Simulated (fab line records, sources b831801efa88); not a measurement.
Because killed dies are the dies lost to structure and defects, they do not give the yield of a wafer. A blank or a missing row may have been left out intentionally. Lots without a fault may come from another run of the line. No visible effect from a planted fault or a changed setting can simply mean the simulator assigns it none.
Which of the tools did it? :: flow gf180mcu :: 42 wafers from 14 lots sampled at 5 of the route's 602 steps

== WHAT THE GAUGES SHOWED, per wafer ==
GF_NSD_CD_MEAS_07 targets a cd of 400 nm.
lot: L966
measured: day 13 07:16
on: cdSem-02
cdNm (nm): 396.4 397.9 397.6

lot: L967
measured: day 13 13:48
on: cdSem-01
cdNm (nm): 400.5 403.9 403.7

lot: L969
measured: day 14 09:07
on: cdSem-02
cdNm (nm): 403.2 400.6 404.0

lot: L970
measured: day 14 19:47
on: cdSem-02
cdNm (nm): 401.2 399.6 399.6

lot: L974
measured: day 16 02:50
on: cdSem-01
cdNm (nm): 395.9 395.7 394.1

lot: L976
measured: day 16 17:20
on: cdSem-02
cdNm (nm): 397.3 396.5 398.3

lot: L977
measured: day 17 04:41
on: cdSem-02
cdNm (nm): 400.0 400.7 400.1

lot: L982
measured: day 18 18:58
on: cdSem-01
cdNm (nm): 402.2 405.1 402.2

lot: L984
measured: day 19 16:35
on: cdSem-01
cdNm (nm): 404.6 405.0 403.2

lot: L985
measured: day 19 19:47
on: cdSem-01
cdNm (nm): 400.0 400.2 399.7

lot: L986
measured: day 20 07:11
on: cdSem-01
cdNm (nm): 403.8 402.0 404.2

lot: L987
measured: day 20 17:27
on: cdSem-02
cdNm (nm): 400.2 399.5 399.9

lot: L988
measured: day 21 00:12
on: cdSem-02
cdNm (nm): 401.2 403.0 401.1

lot: L989
measured: day 21 09:47
on: cdSem-02
cdNm (nm): 397.1 397.4 399.7

GF_NSD_OVL_MEAS_08.
lot: L966
measured: day 13 07:23
on: overlay-01
NSD_OVL (nm): 0.6 0.1 0.4

lot: L967
measured: day 13 13:55
on: overlay-02
NSD_OVL (nm): -1.9 -2.8 -1.1

lot: L969
measured: day 14 09:11
on: overlay-02
NSD_OVL (nm): -1.6 -1.5 0.5

lot: L970
measured: day 14 19:53
on: overlay-02
NSD_OVL (nm): -1.8 -0.9 -0.4

lot: L974
measured: day 16 02:55
on: overlay-01
NSD_OVL (nm): -3.4 -5.2 -2.4

lot: L976
measured: day 16 17:26
on: overlay-02
NSD_OVL (nm): 0.9 -0.8 -0.3

lot: L977
measured: day 17 04:46
on: overlay-02
NSD_OVL (nm): -0.8 -0.4 -0.8

lot: L982
measured: day 18 19:04
on: overlay-01
NSD_OVL (nm): -0.1 -0.2 -2.1

lot: L984
measured: day 19 16:43
on: overlay-02
NSD_OVL (nm): 2.0 0.3 0.3

lot: L985
measured: day 19 19:53
on: overlay-02
NSD_OVL (nm): -0.4 0.3 -1.0

lot: L986
measured: day 20 07:17
on: overlay-01
NSD_OVL (nm): 0.0 2.5 -0.2

lot: L987
measured: day 20 17:34
on: overlay-01
NSD_OVL (nm): -2.4 1.1 -0.8

lot: L988
measured: day 21 00:20
on: overlay-01
NSD_OVL (nm): -1.3 -1.7 0.9

lot: L989
measured: day 21 09:54
on: overlay-01
NSD_OVL (nm): -0.7 0.1 -0.4

GF_NSD_TW_MEAS_12.
lot: L966
measured: day 13 07:49
on: filmMetro-01
NSD_TW: 4245 4255 4237

lot: L967
measured: day 13 14:22
on: filmMetro-02
NSD_TW: 4328 4315 4311

lot: L969
measured: day 14 09:38
on: filmMetro-01
NSD_TW: 4227 4211 4203

lot: L970
measured: day 14 20:20
on: filmMetro-02
NSD_TW: 4312 4323 4308

lot: L974
measured: day 16 03:22
on: filmMetro-03
NSD_TW: 4281 4264 4272

lot: L976
measured: day 16 17:53
on: filmMetro-01
NSD_TW: 4228 4213 4202

lot: L977
measured: day 17 05:13
on: filmMetro-03
NSD_TW: 4246 4272 4264

lot: L982
measured: day 18 19:34
on: filmMetro-01
NSD_TW: 4243 4207 4252

lot: L984
measured: day 19 17:08
on: filmMetro-02
NSD_TW: 4290 4238 4265

lot: L985
measured: day 19 20:20
on: filmMetro-01
NSD_TW: 4248 4231 4212

lot: L986
measured: day 20 07:44
on: filmMetro-03
NSD_TW: 4232 4246 4259

lot: L987
measured: day 20 18:00
on: filmMetro-02
NSD_TW: 4315 4314 4336

lot: L988
measured: day 21 00:46
on: filmMetro-01
NSD_TW: 4217 4215 4189

lot: L989
measured: day 21 10:20
on: filmMetro-01
NSD_TW: 4194 4210 4194

GF_SAB_THK_MEAS_01.
lot: L966
measured: day 14 04:57
on: filmMetro-03
SAB_CVD_00_THK (nm): 49.1 49.4 50.9

lot: L967
measured: day 14 11:07
on: filmMetro-01
SAB_CVD_00_THK (nm): 49.8 49.1 49.7

lot: L969
measured: day 15 07:44
on: filmMetro-04
SAB_CVD_00_THK (nm): 50.5 50.6 50.6

lot: L970
measured: day 15 18:13
on: filmMetro-03
SAB_CVD_00_THK (nm): 99.3 100.1 101.4

lot: L974
measured: day 17 02:44
on: filmMetro-04
SAB_CVD_00_THK (nm): 49.5 51.6 50.6

lot: L976
measured: day 17 17:29
on: filmMetro-01
SAB_CVD_00_THK (nm): 97.9 100.3 101.4

lot: L977
measured: day 18 04:26
on: filmMetro-03
SAB_CVD_00_THK (nm): 50.4 50.4 50.8

lot: L982
measured: day 19 20:56
on: filmMetro-03
SAB_CVD_00_THK (nm): 50.1 50.1 51.2

lot: L984
measured: day 20 17:16
on: filmMetro-04
SAB_CVD_00_THK (nm): 50.6 49.3 50.4

lot: L985
measured: day 20 20:59
on: filmMetro-03
SAB_CVD_00_THK (nm): 49.5 50.4 50.2

lot: L986
measured: day 21 08:19
on: filmMetro-04
SAB_CVD_00_THK (nm): 49.2 50.6 50.3

lot: L987
measured: day 21 18:25
on: filmMetro-01
SAB_CVD_00_THK (nm): 49.5 49.6 49.8

lot: L988
measured: day 22 00:27
on: filmMetro-04
SAB_CVD_00_THK (nm): 48.8 48.8 50.0

lot: L989
measured: day 22 10:35
on: filmMetro-01
SAB_CVD_00_THK (nm): 49.1 49.0 49.9

== TOOL THAT RAN EACH LOT (tool first, then ch and the chambers of the sampled wafers, then the start) ==
lot: L966
GF_SAB_CVD_00: pecvd-03 ch 0,1,2, day 14 04:55

lot: L967
GF_SAB_CVD_00: pecvd-01 ch 0,1, day 14 11:06

lot: L969
GF_SAB_CVD_00: pecvd-01 ch 0,1,2, day 15 07:42

lot: L970
GF_SAB_CVD_00: pecvd-03 ch 0,1, day 15 17:59

lot: L974
GF_SAB_CVD_00: pecvd-01 ch 0,1,2, day 17 02:41

lot: L976
GF_SAB_CVD_00: pecvd-04 ch 1,2, day 17 17:11

lot: L977
GF_SAB_CVD_00: pecvd-03 ch 0,1,2, day 18 04:24

lot: L982
GF_SAB_CVD_00: pecvd-04 ch 0,1,2, day 19 20:53

lot: L984
GF_SAB_CVD_00: pecvd-04 ch 0,1,2, day 20 17:14

lot: L985
GF_SAB_CVD_00: pecvd-01 ch 0,1, day 20 20:56

lot: L986
GF_SAB_CVD_00: pecvd-04 ch 0,1, day 21 08:17

lot: L987
GF_SAB_CVD_00: pecvd-03 ch 1,2, day 21 18:23

lot: L988
GF_SAB_CVD_00: pecvd-01 ch 0,1,2, day 22 00:26

lot: L989
GF_SAB_CVD_00: pecvd-03 ch 0,1,2, day 22 10:35
- GF_SAB_CVD_00: deposits SiO2 from TEOS, target thk 50 nm, time 4.9302 s.

== WHAT THE TOOLS THEMSELVES READ (means of the sampled wafers that have a number; where no wafer has one, the mark that the record gives instead) ==
GF_SAB_CVD_00.
lot: L966
tool: pecvd-03
heaterPowerW (W): 680
rfFwdPowerW (W): 588

lot: L967
tool: pecvd-01
heaterPowerW (W): 566
rfFwdPowerW (W): 586

lot: L969
tool: pecvd-01
heaterPowerW (W): 576
rfFwdPowerW (W): 584

lot: L970
tool: pecvd-03
heaterPowerW (W): 749
rfFwdPowerW (W): 586

lot: L974
tool: pecvd-01
heaterPowerW (W): 557
rfFwdPowerW (W): 584

lot: L976
tool: pecvd-04
heaterPowerW (W): 559
rfFwdPowerW (W): 590

lot: L977
tool: pecvd-03
heaterPowerW (W): 655
rfFwdPowerW (W): 588

lot: L982
tool: pecvd-04
heaterPowerW (W): 602
rfFwdPowerW (W): 589

lot: L984
tool: pecvd-04
heaterPowerW (W): 640
rfFwdPowerW (W): 589

lot: L985
tool: pecvd-01
heaterPowerW (W): 551
rfFwdPowerW (W): 586

lot: L986
tool: pecvd-04
heaterPowerW (W): 631
rfFwdPowerW (W): 591

lot: L987
tool: pecvd-03
heaterPowerW (W): 614
rfFwdPowerW (W): 590

lot: L988
tool: pecvd-01
heaterPowerW (W): 562
rfFwdPowerW (W): 587

lot: L989
tool: pecvd-03
heaterPowerW (W): 713
rfFwdPowerW (W): 589

== THE ANSWER, worked out from the rows above alone ==
Rule: the usual values come from the lots themselves. Put in order of their means at a reading, lots are off if they are a third of the lots or fewer, leave a main group of 4 or more, and stand apart from it by a gap of 3 or more times the standard deviation of the main group's means; of several such gaps the widest counts. If all means in a main group match to the digits the tables above print for the reading, that group is not used. Also off: a lot with no number at a reading for which 4 or more lots have one. Where the step has rows for the other lots, those lots are counted as sound. Order of review: gauges by route order, followed by the tools' own readings, for which a lot's mean as printed above is used. The first step at which some lot is off is used, and at that step the reading that is off furthest; a lot without a number counts as furthest.
Off: L970, L976, at GF_SAB_THK_MEAS_01 (SAB_CVD_00_THK). Main group: mean 50.0 nm, sd 0.47.
A tool fits if, at a process step before that reading, it ran every lot that is off, and no sound lot after the first of them. Gauges at GF_SAB_THK_MEAS_01: tried the same way as those tools. Not one of the candidates tried fits.

== WHAT WAS PUT IN BY THE SIMULATOR ==
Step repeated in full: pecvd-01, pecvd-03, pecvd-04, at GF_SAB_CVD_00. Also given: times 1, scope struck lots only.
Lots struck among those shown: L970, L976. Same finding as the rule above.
